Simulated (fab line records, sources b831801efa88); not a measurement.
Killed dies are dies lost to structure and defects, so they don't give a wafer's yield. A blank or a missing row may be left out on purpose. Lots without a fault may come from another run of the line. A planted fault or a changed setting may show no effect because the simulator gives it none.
fab line records | flow sky130
record lots=11 wafers=33 last_day=50
route steps=708 shown VIA3@595 METAL4@598 PAD_OPEN@708
lots that met no fault: from a run of the same line without faults
start_h: hours from the record's first day to the start of the lot's first wafer shown | wait_h: hours since the lot's step before | " the same as in the row above | L1.1+2: a row that stands for several wafers | - no value, or no start given | * or withheld: withheld | < > ~ a bound
route shown NAME@n: a module of which the file shows steps, and the number in the route of the first | usual: mean/standard deviation of fault-free wafers | same: alike in all rows | chamber/n: place in a boat | sites: the reading at each site | _std_site: their standard deviation | _edge_site: outer sites' mean less inner sites' | radius_mm: how far each site lies from the wafer's centre | mask NAME#n: copy n | behind: the tool/chamber that last shaped the wafer | hold: why the lot was held/for how many hours/how that ended | device: the transistor (n, p or np) that didn't switch | end of line: the same wafers' tests at the end of the route | a step without rows: its recipe alone | killed: dies lost to structure and defects at the first sort, not the wafer's yield | map: a wafer's dies, x killed, . not, _ none there
set.NAME: the setting as run; set.NAME@STEP: as run at that earlier step | model.NAME: the simulator's own value behind a step, which no gauge read
steps of the route over a sample of lots; a table a step, a row a wafer
services: from which hour (start_h, from the record's first day; less than 0 if before it) a tool's chamber was out of use, for how many hours, and why
## steps
# step SKY_VIA3_RS_MEAS_22
# recipe thk_meas_gauge=four-point-probe reads=W_of_VIA3_CVD_21+TiN_of_VIA3_SPUTTER_20
# usual VIA3_W_RS=0.296/0.0036
# columns lot.wafer tool chamber start_h wait_h VIA3_W_RS[ohm/sq]
L479.2 film_metro-01 - 936.31 0.1 0.294
L479.3 " - " " 0.294
L479.5 " - " " 0.292
L481.1 film_metro-04 - 947.88 0.1 0.293
L481.2 " - " " 0.291
L481.5 " - " " 0.293
L483.2 film_metro-02 - 964.05 0.1 0.299
L483.3 " - " " 0.298
L483.6 " - " " 0.299
L484.1 film_metro-04 - 969.31 0.1 0.299
L484.5 " - " " 0.299
L484.6 " - " " 0.298
L486.1 film_metro-01 - 989.90 0.1 0.294
L486.5 " - " " 0.288
L486.6 " - " " 0.295
L489.1 film_metro-04 - 1029.98 0.1 0.294
L489.3 " - " " 0.294
L489.6 " - " " 0.294
L493.1 film_metro-04 - 1047.34 0.1 0.300
L493.3 " - " " 0.295
L493.5 " - " " 0.295
L496.1 film_metro-02 - 1058.24 0.1 0.294
L496.2 " - " " 0.295
L496.6 " - " " 0.292
L498.4 film_metro-02 - 1066.10 0.1 0.300
L498.5 " - " " 0.302
L498.6 " - " " 0.300
L499.2 film_metro-04 - 1068.53 0.1 0.300
L499.4 " - " " 0.292
L499.6 " - " " 0.294
L500.1 film_metro-01 - 1080.68 0.1 0.292
L500.4 " - " " 0.296
L500.6 " - " " 0.296
# step SKY_VIA3_THK_MEAS_23
# recipe thk_meas_gauge=xrf reads=W_of_VIA3_CVD_21
# usual VIA3_W_THK=389/6.8
# columns lot.wafer tool chamber start_h wait_h VIA3_W_THK[nm]
L479.2 film_metro-01 - 936.42 0.1 386
L479.3 " - " " 383
L479.5 " - " " 385
L481.1 film_metro-04 - 948.00 0.1 397
L481.2 " - " " 404
L481.5 " - " " 399
L483.2 film_metro-02 - 964.16 0.1 381
L483.3 " - " " 384
L483.6 " - " " 380
L484.1 film_metro-04 - 969.43 0.1 387
L484.5 " - " " 388
L484.6 " - " " 390
L486.1 film_metro-01 - 990.02 0.1 390
L486.5 " - " " 398
L486.6 " - " " 389
L489.1 film_metro-04 - 1030.10 0.1 395
L489.3 " - " " 395
L489.6 " - " " 396
L493.1 film_metro-04 - 1047.46 0.1 386
L493.3 " - " " 397
L493.5 " - " " 393
L496.1 film_metro-02 - 1058.36 0.1 389
L496.2 " - " " 390
L496.6 " - " " 390
L498.4 film_metro-02 - 1066.19 0.1 379
L498.5 " - " " 380
L498.6 " - " " 379
L499.2 film_metro-04 - 1068.64 0.1 390
L499.4 " - " " 400
L499.6 " - " " 398
L500.1 film_metro-01 - 1080.80 0.1 393
L500.4 " - " " 387
L500.6 " - " " 388
# step SKY_METAL4_SPUTTER_00
# recipe material=Ti target_thk_nm=15 power_w=3000 time_s=10 chamber_pressure_pa=0.4
# usual chamber_pressure_pa=0.3999/0.00088 throttle_valve_pct=29.7/1.1
# columns lot.wafer tool chamber start_h wait_h chamber_pressure_pa throttle_valve_pct
L479.2 pvd_sputter-03 - 936.77 0.1 0.3996 29.5
L479.3 " - " " 0.3988 31.3
L479.5 " - " " 0.4007 29.0
L481.1 pvd_sputter-02 - 948.36 0.2 0.3995 28.6
L481.2 " - " " 0.3995 32.2
L481.5 " - " " 0.3997 28.9
L483.2 pvd_sputter-03 - 964.51 0.1 0.4007 30.3
L483.3 " - " " 0.3978 29.3
L483.6 " - " " 0.3992 29.1
L484.1 pvd_sputter-02 - 969.79 0.2 0.3990 28.7
L484.5 " - " " 0.4004 29.2
L484.6 " - " " 0.3997 29.5
L486.1 pvd_sputter-03 - 990.38 0.1 0.3994 29.7
L486.5 " - " " 0.3999 30.5
L486.6 " - " " 0.4001 29.2
L489.1 pvd_sputter-03 - 1030.46 0.1 0.3999 29.7
L489.3 " - " " 0.3993 30.4
L489.6 " - " " 0.4011 30.4
L493.1 pvd_sputter-03 - 1047.97 0.2 0.4005 30.4
L493.3 " - " " 0.3973 29.8
L493.5 " - " " 0.3973 29.5
L496.1 pvd_sputter-01 - 1059.14 0.1 0.4003 29.7
L496.2 " - " " 0.3998 29.3
L496.6 " - " " 0.3997 29.6
L498.4 pvd_sputter-01 - 1066.52 0.2 0.4003 28.4
L498.5 " - " " 0.3995 27.9
L498.6 " - " " 0.4000 29.9
L499.2 pvd_sputter-02 - 1068.99 0.2 0.4012 29.4
L499.4 " - " " 0.4002 28.6
L499.6 " - " " 0.4002 28.6
L500.1 pvd_sputter-03 - 1081.16 0.2 0.4001 31.3
L500.4 " - " " 0.3995 30.2
L500.6 " - " " 0.4006 29.7
# step SKY_METAL4_COAT_08
# recipe resist=KrF-thick spin_rpm=3000 resist_thk_nm=1140
# columns lot.wafer tool chamber start_h wait_h
L479.2+3+5 litho_track-02 0 974 -
L481.1+2+5 litho_track-04 0 984 -
L483.2+3+6 litho_track-02 0 1000 -
L484.1+5+6 litho_track-01 0 1005 -
L486.1+5+6 litho_track-02 0 1026 -
L489.1+3+6 litho_track-02 0 1064 -
L493.1+3+5 litho_track-02 0 1081 -
L496.1+2+6 litho_track-01 0 1091 -
L498.4+5+6 litho_track-04 0 1098 -
L499.2+4+6 litho_track-01 0 1101 -
L500.1+4+6 litho_track-01 0 1111 -
# step SKY_METAL4_STRIP_19
# recipe chemistry=O2/N2 power_w=1400 pressure_mtorr=1500 platen_temp_c=withheld o2_flow_sccm=3000 n2_flow_sccm=300 overash_fraction=0.5
# usual drypump_motor_current_A=5.6/0.35 oes_product_au=0.499/0.0056 strip_time_to_endpoint_s=6.47/0.093
# columns lot.wafer tool chamber start_h wait_h drypump_motor_current_A oes_product_au rf_hours_counter_h strip_time_to_endpoint_s
L479.2 plasma_asher-04 1 987.07 0.1 5.0 0.507 120 6.71
L479.3 " 1 " " 5.0 0.504 - 6.61
L479.5 " 1 " " 5.0 0.509 - 6.72
L481.1 plasma_asher-04 0 997.25 0.3 5.3 0.500 121 6.59
L481.2 " 1 " " 5.0 0.506 121 6.50
L481.5 " 0 " " 5.4 0.503 - 6.51
L483.2 plasma_asher-01 0 1012.47 0.1 5.5 0.505 91 6.51
L483.3 " 0 " " 5.5 0.493 - 6.44
L483.6 " 1 " " 5.5 0.506 - 6.44
L484.1 plasma_asher-01 1 1017.82 0.1 5.5 0.500 91 6.48
L484.5 " 0 " " 5.4 0.494 - 6.51
L484.6 " 1 " " 5.4 0.499 - 6.47
L486.1 plasma_asher-04 0 1038.28 0.1 5.4 0.492 126 6.28
L486.5 " 0 " " 5.3 0.494 - 6.41
L486.6 " 1 " " 5.0 0.496 - 6.27
L489.1 plasma_asher-01 0 1076.12 0.1 5.4 0.471 98 5.97
L489.3 " 0 " " 5.4 0.479 - 6.01
L489.6 " 0 " " 5.4 0.487 - 5.95
L493.1 plasma_asher-03 0 1092.77 0.1 6.0 0.485 66 6.19
L493.3 " 0 " " 6.0 0.473 - 5.99
L493.5 " 1 " " 5.9 0.483 - 6.15
L496.1 plasma_asher-01 0 1102.63 0.1 5.5 0.504 100 6.44
L496.2 " 1 " " 5.5 0.500 100 6.52
L496.6 " 0 " " 5.4 0.498 - 6.38
L498.4 plasma_asher-03 0 1109.21 0.1 6.0 0.505 - 6.45
L498.5 " 1 " " 5.9 0.495 - 6.43
L498.6 " 0 " " 6.0 0.495 - 6.37
L499.2 plasma_asher-04 0 1111.23 0.1 5.3 0.497 3 6.46
L499.4 " 0 " " 5.3 0.492 - 6.45
L499.6 " 1 " " 5.0 0.495 - 6.52
L500.1 plasma_asher-03 1 1122.83 0.1 5.9 0.496 69 6.42
L500.4 " 0 " " 6.0 0.493 - 6.39
L500.6 " 0 " " 6.0 0.500 - 6.38
# step SKY_PAD_OPEN_PROBE_99
# usual defect_limited_yield=82.9/1.7 killed_at_M0_to_M3=42/6.7 killed_at_M4_up=3.4/2 killed_at_contacts=24/5.1 killed_at_front_end=14/4.2 killed_at_other=0.2/0.49 killed_dies=84/8.4 killed_open=46/7 killed_short=39/5.8 sort_bin_3_pad_short=0.8/0.42 sort_bin_5_function=10.2/1.3 sort_bin_6_memory=6.1/1 sort_n_pass=408/8.4 sort_yield_pct=82.9/1.7
# same gross_dies=492 killed_at_back_side=0 sort_bin_4_leakage[%]=0 sort_bin_8_speed[%]=0
# columns lot.wafer tool chamber start_h wait_h defect_limited_yield[%] killed_at_M0_to_M3 killed_at_M4_up killed_at_contacts killed_at_front_end killed_at_other killed_dies killed_open killed_short sort_bin_3_pad_short[%] sort_bin_5_function[%] sort_bin_6_memory[%] sort_n_pass sort_yield_pct[%]
L493.3 prober-02 - 1175.67 0.2 81.7 42 7 34 7 0 90 53 37 1.0 8.1 9.1 402 81.7
# killed by level:class
L493.3 CONTACT:geometric_particle:open=11 LI_CONTACT:geometric_particle:open=10 VIA1:geometric_particle:open=9 VIA2:geometric_particle:open=7 LOCAL_INTERCONNECT:geometric_particle:short=6 CONTACT:geometric_particle:short=6 VIA3:geometric_particle:short=6 VIA3:geometric_particle:open=5
## services
# columns tool chamber start_h hours kind
pvd_sputter-01 - 952.13 3.7 repair
plasma_asher-04 - 973.38 1.3 repair
pvd_sputter-02 - 980.88 2.7 repair
plasma_asher-03 - 1003.84 14.6 pm
pvd_sputter-03 2 1008.12 - consumable_replace:kit
pvd_sputter-03 2 1008.12 18.0 scheduled_down
pvd_sputter-03 2 1008.12 18.0 vent_cycle
plasma_asher-01 - 1009.29 1.8 repair
pvd_sputter-02 1 1030.53 - consumable_replace:kit
pvd_sputter-02 1 1030.53 18.0 scheduled_down
pvd_sputter-02 1 1030.53 18.0 vent_cycle
pvd_sputter-01 3 1041.17 - consumable_replace:kit
pvd_sputter-01 3 1041.17 18.0 scheduled_down
pvd_sputter-01 3 1041.17 18.0 vent_cycle
plasma_asher-01 - 1042.88 1.3 repair
pvd_sputter-01 - 1047.97 1.6 repair
plasma_asher-04 - 1048.79 21.2 repair
plasma_asher-04 - 1070.01 9.0 pm
plasma_asher-04 0 1070.01 9.0 vent_cycle
plasma_asher-04 1 1070.01 9.0 vent_cycle
plasma_asher-04 0 1079.01 - clean
plasma_asher-04 1 1079.01 - clean
pvd_sputter-01 - 1094.88 6.8 repair
pvd_sputter-01 2 1112.36 - consumable_replace:kit
## key
first_sign step=SKY_METAL4_STRIP_19 reading=strip_time_to_endpoint_s direction=down sigmas=4.6 usual=* struck=* through=*
effect step=SKY_METAL4_STRIP_19 reading=oes_product_au direction=down sigmas=3.4 usual=0.499 struck=0.480 through=control_loop
met_at SKY_METAL4_COAT_08
struck_lots L489,L493
loop_trim step=SKY_METAL4_EXPOSE_10 setting=dose lots=L493
not_acting_at SKY_VIA3_RS_MEAS_22,SKY_VIA3_THK_MEAS_23,SKY_METAL4_SPUTTER_00
onset_between 1026 1064
fault kind=process_parameter_drift tool=litho_track-02 chamber=- onset_h=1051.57 steps=SKY_METAL4_COAT_08 channel=resist_thk_nm offset=-41.83 shape=step end_h=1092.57 acts_in=these_recipes_only stated=1140
# loop_trim: a control loop set the setting to another value than it would have without faults
